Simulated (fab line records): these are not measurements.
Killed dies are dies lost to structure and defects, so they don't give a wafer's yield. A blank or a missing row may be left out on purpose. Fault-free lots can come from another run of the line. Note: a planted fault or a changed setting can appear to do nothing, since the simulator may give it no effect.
Which tool did it? | flow sky130 | 13 lots, 39 wafers sampled, at 5 steps of a route of 708

## WHAT THE GAUGES READ, wafer by wafer
SKY_POLY_GATE_THK_MEAS_21. Usual: POLY_GATE_OXIDATION_THK typically reads 4.17 nm, with standard deviation 0.086.
lot  | measured     | on            | POLY_GATE_OXIDATION_THK (nm) | flag
L716 | day 17 18:20 | film_metro-01 | 4.12 4.22 4.11               |
L717 | day 18 03:47 | film_metro-01 | 4.03 3.96 4.09               |
L719 | day 18 22:13 | film_metro-03 | 4.26 4.07 4.07               |
L720 | day 19 06:37 | film_metro-04 | 4.03 4.19 4.11               |
L722 | day 19 19:53 | film_metro-01 | 4.03 4.02 3.98               |
L728 | day 22 01:08 | film_metro-04 | 4.19 4.18 4.16               |
L729 | day 22 03:56 | film_metro-03 | 4.17 4.24 4.26               |
L730 | day 22 18:45 | film_metro-04 | 4.13 4.15 4.23               |
L731 | day 23 02:04 | film_metro-01 | 4.17 4.19 4.14               |
L732 | day 23 13:02 | film_metro-03 | 4.19 4.25 4.30               |
L733 | day 23 20:42 | film_metro-03 | 4.17 4.26 4.12               |
L734 | day 24 02:08 | film_metro-01 | 4.17 4.21 4.13               |
L735 | day 24 14:20 | film_metro-04 | 4.21 4.24 4.22               |

SKY_POLY_GATE_CD_MEAS_22. Usual: cd_nm 150.2 nm, standard deviation 2.4.
lot  | measured     | on        | cd_nm (nm)        | flag
L716 | day 17 18:25 | cd_sem-02 | 148.0 146.0 147.0 |
L717 | day 18 03:50 | cd_sem-01 | 151.8 153.1 154.4 |
L719 | day 18 22:19 | cd_sem-01 | 149.4 148.3 144.3 |
L720 | day 19 06:40 | cd_sem-02 | 153.9 154.3 155.8 |
L722 | day 19 20:01 | cd_sem-02 | 149.8 149.9 146.9 |
L728 | day 22 01:11 | cd_sem-02 | 148.6 149.2 148.5 |
L729 | day 22 04:01 | cd_sem-02 | 146.6 147.4 145.9 |
L730 | day 22 18:51 | cd_sem-02 | 147.3 151.2 151.8 |
L731 | day 23 02:09 | cd_sem-02 | 148.5 150.2 145.4 |
L732 | day 23 13:07 | cd_sem-02 | 149.3 151.1 149.8 |
L733 | day 23 20:46 | cd_sem-02 | 154.4 153.1 150.8 |
L734 | day 24 02:14 | cd_sem-02 | 149.8 151.2 151.6 |
L735 | day 24 14:25 | cd_sem-01 | 150.9 153.7 147.5 |

SKY_LDD_P_TW_MEAS_11. Usual: LDD_P_TW typically reads 637, with standard deviation 3.9.
lot  | measured     | on            | LDD_P_TW    | flag
L716 | day 20 09:32 | film_metro-02 | 636 636 639 |
L717 | day 20 18:59 | film_metro-01 | 637 636 637 |
L719 | day 21 14:58 | film_metro-02 | 635 637 634 |
L720 | day 21 21:35 | film_metro-03 | 592 592 592 | OFF
L722 | day 22 12:01 | film_metro-01 | 604 600 607 | OFF
L728 | day 24 15:47 | film_metro-03 | 644 644 641 |
L729 | day 24 17:48 | film_metro-02 | 637 635 636 |
L730 | day 25 08:36 | film_metro-03 | 643 640 643 |
L731 | day 25 15:32 | film_metro-03 | 643 639 642 |
L732 | day 26 02:11 | film_metro-02 | 635 636 638 |
L733 | day 26 08:23 | film_metro-01 | 644 643 644 |
L734 | day 26 15:09 | film_metro-02 | 634 635 635 |
L735 | day 27 02:05 | film_metro-02 | 633 633 640 |

SKY_LDD_HVP_TW_MEAS_10. Usual: LDD_HVP_TW typically reads 457.5, with standard deviation 2.5.
lot  | measured     | on            | LDD_HVP_TW        | flag
L716 | day 22 23:34 | film_metro-02 | 456.1 453.9 458.2 |
L717 | day 23 09:19 | film_metro-02 | 458.0 458.2 456.5 |
L719 | day 24 04:37 | film_metro-04 | 454.2 454.5 454.6 |
L720 | day 24 10:45 | film_metro-04 | 455.1 455.0 455.7 |
L722 | day 25 00:38 | film_metro-04 | 457.1 460.3 456.6 |
L728 | day 27 02:48 | film_metro-02 | 458.6 455.8 458.9 |
L729 | day 27 04:16 | film_metro-03 | 461.9 462.0 460.2 |
L730 | day 27 19:14 | film_metro-02 | 454.5 453.9 455.7 |
L731 | day 28 01:46 | film_metro-03 | 460.1 458.5 459.5 |
L732 | day 28 12:29 | film_metro-04 | 456.5 457.5 457.8 |
L733 | day 28 17:25 | film_metro-03 | 461.3 460.0 462.0 |
L734 | day 29 00:37 | film_metro-02 | 456.6 456.8 454.2 |
L735 | day 29 09:43 | film_metro-02 | 455.0 451.8 452.0 |

## EACH LOT AND THE TOOL THAT RAN IT (in order: tool; ch and the chambers of the sampled wafers; start)
lot  | SKY_LDD_P_IMPLANT_09
L716 | implanter-04 ch 0, day 20 09:18
L717 | implanter-03 ch 0, day 20 18:44
L719 | implanter-04 ch 0, day 21 14:44
L720 | implanter-01 ch 0, day 21 21:20
L722 | implanter-01 ch 0, day 22 11:48
L728 | implanter-01 ch 0, day 24 15:32
L729 | implanter-04 ch 0, day 24 17:34
L730 | implanter-01 ch 0, day 25 08:23
L731 | implanter-01 ch 0, day 25 15:19
L732 | implanter-04 ch 0, day 26 01:57
L733 | implanter-04 ch 0, day 26 08:08
L734 | implanter-01 ch 0, day 26 14:56
L735 | implanter-03 ch 0, day 27 01:52
- SKY_LDD_P_IMPLANT_09

## AS READ BY THE TOOLS THEMSELVES (means over the sampled wafers that have a number; for cases with no such wafer, the mark the record gives instead)
SKY_LDD_P_IMPLANT_09. Usual: end_station_pressure_torr 5.03e-06 Torr, standard deviation 2.3e-07.
lot  | tool         | end_station_pressure_torr (Torr) | flag
L716 | implanter-04 | 5.00e-06                         |
L717 | implanter-03 | 4.87e-06                         |
L719 | implanter-04 | 4.86e-06                         |
L720 | implanter-01 | 5.20e-06                         |
L722 | implanter-01 | 4.90e-06                         |
L728 | implanter-01 | 5.14e-06                         |
L729 | implanter-04 | 5.07e-06                         |
L730 | implanter-01 | 5.04e-06                         |
L731 | implanter-01 | 5.00e-06                         |
L732 | implanter-04 | 5.04e-06                         |
L733 | implanter-04 | 4.90e-06                         |
L734 | implanter-01 | 4.98e-06                         |
L735 | implanter-03 | 4.91e-06                         |

## THE ANSWER, worked out from the rows above alone
Rule: take the mean of a lot's wafers that have a number; if it is more than 3 standard deviations from the usual mean, the lot is off. Also off: a lot with no number at a reading for which 4 or more lots have one. The other lots that the step has rows for count as sound. After the gauges, taken in route order, come the tools' own readings; for these a lot's mean is taken, as printed above. At the first step where some lot is off, the reading lying furthest off is the one used; lots without a number count as furthest.
Off: L720, L722, at SKY_LDD_P_TW_MEAS_11 (LDD_P_TW).
If a tool, at a process step before that reading, ran all the lots that are off and no sound lot after the first of them, it fits. The gauges at SKY_LDD_P_TW_MEAS_11 are tried like those tools. No candidate that was tried fits.

## WHAT THE SIMULATOR PUT IN
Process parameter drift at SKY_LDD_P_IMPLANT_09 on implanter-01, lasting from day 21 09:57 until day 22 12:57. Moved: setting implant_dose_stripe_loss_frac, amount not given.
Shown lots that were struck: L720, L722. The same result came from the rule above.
